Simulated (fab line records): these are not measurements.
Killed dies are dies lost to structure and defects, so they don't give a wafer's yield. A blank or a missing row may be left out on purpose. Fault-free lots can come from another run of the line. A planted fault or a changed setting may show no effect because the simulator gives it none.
Chamber matching / flow gf180mcu / GF_CONTACT_CMP_27 on cmp-02 has 4 sister chambers
The step polishes, stops on SiO2, t overpolish 15 s, target thk 0 nm. 14 wafers are shown with their chamber, then 7 later ones without.

== WAFERS PAIRED WITH THEIR CHAMBERS ==
wafer=L190.3; chamber=3; motor current A (A)=11.5; time to endpoint s (s)=72
wafer=L190.4; chamber=2; motor current A (A)=11.9; time to endpoint s (s)=77
wafer=L190.5; chamber=3; motor current A (A)=11.3; time to endpoint s (s)=68
wafer=L191.1; chamber=1; motor current A (A)=12.5; time to endpoint s (s)=78
wafer=L191.3; chamber=3; motor current A (A)=11.6; time to endpoint s (s)=74
wafer=L191.6; chamber=1; motor current A (A)=12.0; time to endpoint s (s)=77
wafer=L192.2; chamber=1; motor current A (A)=12.9; time to endpoint s (s)=77
wafer=L192.3; chamber=3; motor current A (A)=11.8; time to endpoint s (s)=75
wafer=L192.6; chamber=2; motor current A (A)=12.4; time to endpoint s (s)=75
wafer=L193.2; chamber=3; motor current A (A)=11.4; time to endpoint s (s)=73
wafer=L193.3; chamber=2; motor current A (A)=12.2; time to endpoint s (s)=77
wafer=L193.6; chamber=1; motor current A (A)=13.2; time to endpoint s (s)=81
wafer=L206.1; chamber=1; motor current A (A)=11.8; time to endpoint s (s)=71
wafer=L206.3; chamber=0; motor current A (A)=11.0; time to endpoint s (s)=70

SIGNATURES, as means of the wafers listed above
reading=motor current A; chamber 0=11.000; chamber 1=12.480; chamber 2=12.167; chamber 3=11.520; scatter within a chamber=0.408
reading=time to endpoint s; chamber 0=70.00; chamber 1=76.80; chamber 2=76.33; chamber 3=72.40; scatter within a chamber=2.91
Rule: for each reading, subtract the chamber's mean from the wafer's reading, divide by that reading's scatter and square the result; add these up over the readings and take the root, which gives the wafer's distance from the chamber. The wafer belongs to the nearest chamber; if the next one is less than 2 further off, it can't be placed. The scatter: take each reading less its chamber's mean, square it, sum over the shown wafers, divide by the number of wafers less the number of chambers, and take the root.

== WAFERS WITH NO CHAMBER GIVEN ==
wafer=L206.4; motor current A (A)=11.4; time to endpoint s (s)=71
wafer=L210.2; motor current A (A)=11.2; time to endpoint s (s)=69
wafer=L210.4; motor current A (A)=12.7; time to endpoint s (s)=76
wafer=L210.6; motor current A (A)=11.5; time to endpoint s (s)=76
wafer=L211.3; motor current A (A)=11.7; time to endpoint s (s)=70
wafer=L211.5; motor current A (A)=11.4; time to endpoint s (s)=74
wafer=L211.6; motor current A (A)=11.4; time to endpoint s (s)=73

== EACH ONE'S CHAMBER ==
wafer=L206.4; from the rows above=can't be placed: 3 or 0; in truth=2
wafer=L210.2; from the rows above=can't be placed: 0 or 3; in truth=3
wafer=L210.4; from the rows above=can't be placed: 1 or 2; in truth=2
wafer=L210.6; from the rows above=can't be placed: 3 or 2 or 0 or 1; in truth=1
wafer=L211.3; from the rows above=can't be placed: 3 or 0 or 2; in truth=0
wafer=L211.5; from the rows above=can't be placed: 3 or 0 or 2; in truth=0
wafer=L211.6; from the rows above=can't be placed: 3 or 0 or 2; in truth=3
Correct placement for 0 of the 7. Can't be placed from these rows: 7 (the true chamber is among the candidates in 6). Number placed wrongly: 0.
